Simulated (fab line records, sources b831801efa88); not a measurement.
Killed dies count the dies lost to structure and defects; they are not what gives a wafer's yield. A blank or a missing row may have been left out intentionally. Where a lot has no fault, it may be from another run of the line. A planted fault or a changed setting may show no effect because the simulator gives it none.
fab line records	flow sfq_line
record: lots: 6	wafers: 18	last_day: 82
route steps=325 shown M3@129 I3@133
lots untouched by any fault: they come from a run of this same line in which no faults occurred
start_h: hours from the record's opening day to when the first of the lot's shown wafers began	wait_h: how many hours have passed since the lot's step before this one	" same as the row above	L1.1+2: several wafers, shown together as one row	- no value, or no start was given	* or withheld: withheld	< > ~ a bound
route shown NAME@n: names a module that has steps shown in the file, with the first one's number in the route	usual: mean/standard deviation taken from wafers without a fault	same: alike in all rows	chamber/n: place in a boat	sites: readings site by site	_std_site: the standard deviation of these	_edge_site: inner sites' mean taken away from outer sites' mean	radius_mm: for every site, how far away it sits from the centre of the wafer	mask NAME#n: copy n	behind: the last tool/chamber to shape the wafer	hold: why the lot went on hold/how many hours it stayed there/how the hold came to an end	device: the transistor (n, p or np) that didn't switch	end of line: tests of these same wafers at the route's end	a step without rows: its recipe alone	killed: dies lost to structure and defects at the first sort, not the wafer's yield	map: a wafer's dies, x killed, . not, _ none there
set.NAME: the setting that was run; set.NAME@STEP: the one run at that earlier step	model.NAME: the simulator's own value behind a step, which no gauge read
lots at selected steps of the route; one table per step, one row per wafer
services: from which hour (start_h, from the record's first day; less than 0 if before it) a tool's chamber was out of use, for how many hours, and why
== steps ==
step: SFQ_TRILAYER_M3_BARC_OPEN_METAL_ETCH_100
recipe: mask_material: PR	chemistry: O2	target_depth_nm: 125	target: BARC	icp_w: 600	bias_w: 80	pressure_mtorr: 10	time_s: 41.7
usual: drypump_motor_current_A: 5.58/0.28	oes_product_au: 0.685/0.0043
lot.wafer	tool	chamber	start_h	wait_h	drypump_motor_current_A	oes_product_au	rf_hours_counter_h
L350.2	rie_metal-02	0	862.55	0.0	5.63	0.685	106
L350.3	"	0	"	"	5.64	0.678	-
L350.4	"	1	"	"	5.90	0.686	-
L361.2	rie_metal-02	0	975.05	0.0	5.65	0.686	123
L361.3	"	0	"	"	5.65	0.684	-
L361.4	"	1	"	"	5.88	0.688	-
L362.3	rie_metal-04	0	980.94	0.0	5.51	0.675	-
L362.4	"	1	"	"	5.19	0.683	-
L362.6	"	0	"	"	5.50	0.679	-
L363.1	rie_metal-02	0	996.52	0.0	5.63	0.676	125
L363.2	"	0	"	"	5.64	0.681	-
L363.5	"	0	"	"	5.63	0.682	-
L367.2	rie_metal-04	0	1197.07	0.0	5.50	0.685	3
L367.3	"	1	"	"	5.20	0.685	-
L367.4	"	0	"	"	5.48	0.681	-
L370.1	rie_metal-02	0	1230.71	0.0	5.64	0.685	12
L370.2	"	1	"	"	5.87	0.686	29
L370.6	"	1	"	"	5.87	0.682	-
step: SFQ_TRILAYER_M3_ETCH_METAL_ETCH_078
recipe: target: Nb	stop_on: SiO2	mask_material: PR	chemistry: Cl2/Ar	target_depth_nm: 240	icp_w: 600	bias_w: 80	pressure_mtorr: 10	time_s: 120
usual: drypump_motor_current_A: 5.58/0.29	oes_product_au: 0.895/0.0078
lot.wafer	tool	chamber	start_h	wait_h	drypump_motor_current_A	oes_product_au	rf_hours_counter_h
L350.2	rie_metal-02	0	862.61	0.0	5.63	0.902	107
L350.3	"	0	"	"	5.65	0.911	-
L350.4	"	1	"	"	5.89	0.898	-
L361.2	rie_metal-02	0	975.11	0.0	5.64	0.891	123
L361.3	"	0	"	"	5.66	0.905	-
L361.4	"	1	"	"	5.88	0.908	-
L362.3	rie_metal-04	0	981.02	0.1	5.47	0.900	-
L362.4	"	1	"	"	5.19	0.899	-
L362.6	"	0	"	"	5.50	0.895	-
L363.1	rie_metal-02	0	996.64	0.1	5.61	0.902	125
L363.2	"	0	"	"	5.65	0.894	-
L363.5	"	0	"	"	5.63	0.907	-
L367.2	rie_metal-04	0	1197.13	0.0	5.48	0.897	3
L367.3	"	1	"	"	5.20	0.895	-
L367.4	"	0	"	"	5.53	0.894	-
L370.1	rie_metal-02	0	1230.77	0.0	5.64	0.882	12
L370.2	"	1	"	"	5.87	0.889	29
L370.6	"	1	"	"	5.90	0.890	-
step: SFQ_TRILAYER_M3_STRIP_STRIP_079
recipe: gas: O2	power_w: 200	platen_temp_c: 40	overash_fraction: 0.65	chemistry: O2	pressure_mtorr: 50
step: SFQ_TRILAYER_M3_STRIP_SOLV_CLEAN_080
recipe: chemistry: NMP	temp_c: 70	time_s: 600
step: SFQ_TRILAYER_I3_DEP_PECVD_081
recipe: material: SiO2	temp_c: 150	time_s: 111.11	pressure_torr: 2.4	rf_w: 183.3	precursor: SiH4/N2O	target_thk_nm: 500
usual: heater_power_outer_w: 29/11	heater_power_w: 86/17	susceptor_temp_C: 150.00/0.14	throttle_valve_pct: 23.9/1.5
lot.wafer	tool	chamber	start_h	wait_h	heater_power_outer_w	heater_power_w	susceptor_temp_C	throttle_valve_pct
L350.2	pecvd-01	2	863.51	0.0	32	76	150.11	23.9
L350.3	"	1	"	"	56	119	150.05	25.1
L350.4	"	1	"	"	40	102	150.13	25.1
L361.2	pecvd-04	1	976.01	0.0	43	111	150.16	24.6
L361.3	"	0	"	"	38	94	149.88	25.6
L361.4	"	1	"	"	47	109	149.97	24.5
L362.3	pecvd-02	2	981.92	0.0	22	72	149.92	22.9
L362.4	"	1	"	"	28	93	150.04	20.8
L362.6	"	0	"	"	13	67	150.10	22.5
L363.1	pecvd-02	0	998.27	0.0	21	76	150.00	22.5
L363.2	"	2	"	"	25	74	150.19	22.9
L363.5	"	0	"	"	22	80	149.76	22.2
L367.2	pecvd-02	2	1198.03	0.0	24	74	150.08	23.3
L367.3	"	1	"	"	22	85	150.21	21.5
L367.4	"	0	"	"	24	81	150.13	23.2
L370.1	pecvd-01	2	1231.67	0.0	30	75	150.03	24.8
L370.2	"	0	"	"	15	66	149.92	25.4
L370.6	"	0	"	"	16	68	150.09	25.4
step: SFQ_TRILAYER_I3_CMP_CMP_082
recipe: material: SiO2	down_force_psi: 3	platen_rpm: 60	pad_velocity_m_s: 0.94248
usual: motor_current_A: 9.3/0.81	platen_rpm: 60.00/0.038	time_to_endpoint_s: 215/7.9
lot.wafer	tool	chamber	start_h	wait_h	motor_current_A	platen_rpm	time_to_endpoint_s
L350.3	cmp-01	2	879.38	15.8	10.2	60.05	214
L350.2	"	3	"	"	10.5	59.97	216
L350.4	"	0	"	"	9.2	60.04	221
L361.3	cmp-01	0	985.56	9.5	9.6	59.97	214
L361.2	"	1	"	"	8.5	59.95	217
L361.4	"	3	987.06	11.0	10.6	59.99	220
L362.4	cmp-01	1	991.56	9.6	8.9	60.01	229
L362.3	"	2	"	"	9.9	60.04	202
L362.6	"	1	993.56	11.6	8.9	60.04	219
L363.2	cmp-01	1	999.35	1.0	8.6	59.97	211
L363.1	"	2	"	"	9.9	59.91	213
L363.5	"	3	"	"	11.1	60.08	223
L367.2	cmp-02	3	1200.11	2.0	9.8	60.03	197
L367.4	"	0	"	"	9.0	60.01	218
L367.3	"	1	"	"	10.2	60.05	215
L370.1	cmp-02	1	1232.75	1.0	9.7	60.00	221
L370.2	"	2	"	"	8.3	60.08	216
L370.6	"	0	1234.25	2.5	8.8	59.99	228
step: SFQ_I3_BOW_MEAS_922
recipe: mode: bow
usual: I3_BOW: 4/10
lot.wafer	tool	chamber	start_h	wait_h	I3_BOW[um]
L350.2	film_metro-01	-	881.90	1.5	6
L350.3	"	-	"	"	7
L350.4	"	-	"	"	13
L361.2	film_metro-01	-	988.58	2.0	-4
L361.3	"	-	"	"	1
L361.4	"	-	"	"	-11
L362.3	film_metro-04	-	994.60	2.0	13
L362.4	"	-	"	"	20
L362.6	"	-	"	"	14
L363.1	film_metro-01	-	1001.35	1.0	11
L363.2	"	-	"	"	2
L363.5	"	-	"	"	18
L367.2	film_metro-04	-	1203.13	2.5	7
L367.3	"	-	"	"	-2
L367.4	"	-	"	"	16
L370.1	film_metro-02	-	1234.75	1.5	13
L370.2	"	-	"	"	13
L370.6	"	-	"	"	-4
step: SFQ_TRILAYER_I3_METRO_MEASURE_083
usual: thk_nm: 200.2/1.1
lot.wafer	tool	chamber	start_h	wait_h	thk_nm
L350.2	film_metro-01	-	882.20	0.3	200.8
L350.3	"	-	"	"	199.4
L350.4	"	-	"	"	199.8
L361.2	film_metro-01	-	988.88	0.3	199.3
L361.3	"	-	"	"	201.5
L361.4	"	-	"	"	201.3
L362.3	film_metro-04	-	995.08	0.5	199.2
L362.4	"	-	"	"	199.6
L362.6	"	-	"	"	199.8
L363.1	film_metro-01	-	1001.47	0.1	199.9
L363.2	"	-	"	"	200.1
L363.5	"	-	"	"	201.2
L367.2	film_metro-04	-	1203.43	0.3	200.4
L367.3	"	-	"	"	199.9
L367.4	"	-	"	"	200.9
L370.1	film_metro-02	-	1234.87	0.1	199.7
L370.2	"	-	"	"	200.3
L370.6	"	-	"	"	202.4
step: SFQ_TRILAYER_I3_VIA_LITHO_COAT_090
recipe: resist: BARC	spin_rpm: 3000	resist_thk_nm: 62
step: SFQ_TRILAYER_I3_VIA_LITHO_COAT_085
recipe: resist: KrF	spin_rpm: 3000	resist_thk_nm: 650
step: SFQ_TRILAYER_I3_VIA_LITHO_SOFTBAKE_089
recipe: temp_c: withheld	time_s: withheld	resist: KrF
step: SFQ_TRILAYER_I3_VIA_LITHO_EXPOSE_086
recipe: mask_id: I3	na: 0.6	source_shape: conventional	sigma_outer: 0.65	target_cd_nm: 500	dose_mj: 21.3
step: SFQ_TRILAYER_I3_VIA_LITHO_PEB_088
recipe: peb_temp_c: 115	peb_time_s: 60	resist: KrF
usual: chill_plate_temp_C: 22.98/0.1
lot.wafer	tool	chamber	start_h	wait_h	chill_plate_temp_C
L350.2	litho_track-02	0	1008.30	0.8	22.95
L350.3	"	0	"	"	23.10
L350.4	"	0	"	"	22.84
L361.2	litho_track-02	0	1131.96	0.8	22.86
L361.3	"	0	"	"	22.82
L361.4	"	0	"	"	22.87
L362.3	litho_track-02	0	1137.98	0.7	22.98
L362.4	"	0	"	"	23.02
L362.6	"	0	"	"	22.95
L363.1	litho_track-04	0	1146.33	1.0	22.91
L363.2	"	0	"	"	22.87
L363.5	"	0	"	"	23.20
L367.2	litho_track-04	0	1206.40	0.8	22.71
L367.3	"	0	"	"	23.03
L367.4	"	0	"	"	22.95
L370.1	litho_track-04	0	1256.68	1.0	22.88
L370.2	"	0	"	"	22.84
L370.6	"	0	"	"	22.74
step: SFQ_TRILAYER_I3_VIA_LITHO_DEVELOP_087
recipe: time_s: 60	resist: KrF
step: SFQ_I3_OVL_MEAS_923
usual: I3_OVL: 1/5.2
lot.wafer	tool	chamber	start_h	wait_h	I3_OVL[nm]
L350.2	overlay-02	-	1008.58	0.1	2
L350.3	"	-	"	"	1
L350.4	"	-	"	"	4
L361.2	overlay-02	-	1132.24	0.1	-1
L361.3	"	-	"	"	-1
L361.4	"	-	"	"	3
L362.3	overlay-01	-	1138.25	0.1	-1
L362.4	"	-	"	"	-2
L362.6	"	-	"	"	-2
L363.1	overlay-02	-	1146.63	0.1	10
L363.2	"	-	"	"	11
L363.5	"	-	"	"	9
L367.2	overlay-01	-	1206.68	0.1	1
L367.3	"	-	"	"	5
L367.4	"	-	"	"	4
L370.1	overlay-02	-	1256.98	0.1	-5
L370.2	"	-	"	"	0
L370.6	"	-	"	"	0
step: SFQ_TRILAYER_I3_VIA_BARC_OPEN_VIA_ETCH_121
recipe: mask_material: PR	chemistry: O2	target_depth_nm: 125	target: BARC	source_w: 500	bias_w: 80	pressure_mtorr: 30	time_s: 41.7
usual: drypump_motor_current_A: 5.8/0.52	oes_product_au: 0.686/0.0046
lot.wafer	tool	chamber	start_h	wait_h	drypump_motor_current_A	oes_product_au	rf_hours_counter_h	model.I3.cd_nm
L350.2	rie_diel-01	0	1008.61	0.0	6.0	0.692	8	499.3
L350.3	"	1	"	"	5.4	0.686	4	502.8
L350.4	"	3	"	"	5.9	0.683	1	501.1
L361.2	rie_diel-03	2	1132.27	0.0	5.7	0.683	15	508.3
L361.3	"	3	"	"	5.2	0.690	8	508.9
L361.4	"	1	"	"	6.8	0.685	11	508.3
L362.3	rie_diel-04	3	1138.27	0.0	5.6	0.684	11	506.8
L362.4	"	0	"	"	5.1	0.691	6	504.7
L362.6	"	1	"	"	6.0	0.690	-	505.7
L363.1	rie_diel-03	0	1146.67	0.0	5.3	0.684	13	501.4
L363.2	"	3	"	"	5.3	0.677	8	499.3
L363.5	"	3	"	"	5.2	0.681	-	499.4
L367.2	rie_diel-04	3	1206.71	0.0	5.6	0.694	12	501
L367.3	"	1	"	"	6.0	0.687	20	503.3
L367.4	"	0	"	"	5.1	0.682	7	500.6
L370.1	rie_diel-03	0	1257.01	0.0	5.3	0.686	15	503
L370.2	"	3	"	"	5.2	0.688	10	502
L370.6	"	2	"	"	5.7	0.685	-	501
step: SFQ_TRILAYER_I3_VIA_ETCH_VIA_ETCH_088
recipe: target: SiO2	stop_on: Nb	mask_material: PR	taper_deg: 20	chemistry: CHF3	target_depth_nm: 260	source_w: 500	bias_w: 80	pressure_mtorr: 30	time_s: withheld
usual: drypump_motor_current_A: 5.8/0.51	oes_product_au: 0.855/0.0054
lot.wafer	tool	chamber	start_h	wait_h	drypump_motor_current_A	oes_product_au	model.I3.cd_nm
L350.2	rie_diel-01	0	1008.65	0.0	6.0	0.865	496.7
L350.3	"	1	"	"	5.4	0.852	504.9
L350.4	"	3	"	"	5.9	0.871	504.1
L361.2	rie_diel-03	2	1132.31	0.0	5.7	0.853	511
L361.3	"	3	"	"	5.2	0.860	510.1
L361.4	"	1	"	"	6.7	0.853	504.5
L362.3	rie_diel-04	3	1138.31	0.0	5.6	0.851	510.2
L362.4	"	0	"	"	5.1	0.850	504.2
L362.6	"	1	"	"	6.0	0.846	503.7
L363.1	rie_diel-03	0	1146.71	0.0	5.3	0.849	505
L363.2	"	3	"	"	5.2	0.859	501.5
L363.5	"	3	"	"	5.3	0.858	501.4
L367.2	rie_diel-04	3	1206.75	0.0	5.6	0.854	504.4
L367.3	"	1	"	"	6.0	0.852	503.5
L367.4	"	0	"	"	5.1	0.854	498.7
L370.1	rie_diel-03	0	1257.05	0.0	5.3	0.854	505.3
L370.2	"	3	"	"	5.2	0.851	500.9
L370.6	"	2	"	"	5.7	0.861	504.1
step: SFQ_TRILAYER_I3_VIA_STRIP_STRIP_089
recipe: gas: O2	power_w: 200	platen_temp_c: 40	overash_fraction: 0.65	chemistry: O2	pressure_mtorr: 50
== services ==
tool	chamber	start_h	hours	kind
film_metro-01	-	851.54	0.5	pm
rie_metal-04	-	858.27	1.4	pm
rie_diel-04	3	897.45	1.3	repair
film_metro-01	-	901.91	2.4	pm
cmp-01	-	917.88	4.0	pm
rie_metal-02	0	928.80	2.4	repair
pecvd-02	-	933.25	14.0	pm
cmp-01	-	933.88	6.1	pm
rie_metal-04	-	941.73	2.8	pm
rie_diel-04	1	980.18	8.9	repair
rie_metal-04	0	996.50	8.0	repair
cmp-01	-	1001.37	0.4	repair
cmp-01	-	1002.93	7.7	pm
rie_diel-04	0	1011.34	9.0	repair
rie_metal-04	-	1043.01	0.2	repair
rie_diel-03	-	1079.39	2.8	pm
rie_diel-03	0	1088.58	3.0	repair
rie_metal-04	-	1128.82	2.3	repair
rie_metal-04	0	1135.86	15.9	repair
rie_diel-04	-	1136.22	1.1	repair
rie_metal-02	1	1166.96	2.4	repair
cmp-01	-	1185.82	1.2	repair
rie_diel-03	-	1207.90	0.5	repair
rie_metal-02	0	1245.67	2.5	repair
== key ==
first_sign none at tools or gauges
model_effect: step: SFQ_TRILAYER_I3_VIA_BARC_OPEN_VIA_ETCH_121	value: I3.cd_nm	without: 498.7	struck: 507.1
model_effect: step: SFQ_TRILAYER_I3_VIA_ETCH_VIA_ETCH_088	value: I3.cd_nm	without: 498.9	struck: 507.3
met_at SFQ_TRILAYER_I3_VIA_LITHO_PEB_088
struck_wafers L361.2,L361.3,L361.4,L362.3,L362.4,L362.6
onset_between 1008.30 1131.96
fault: kind: process_parameter_drift	tool: litho_track-02	chamber: -	onset_h: 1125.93	steps: SFQ_TRILAYER_I3_VIA_LITHO_PEB_088	channel: peb_time_s	offset: *	shape: step	end_h: 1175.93	acts_in: *	stated: *
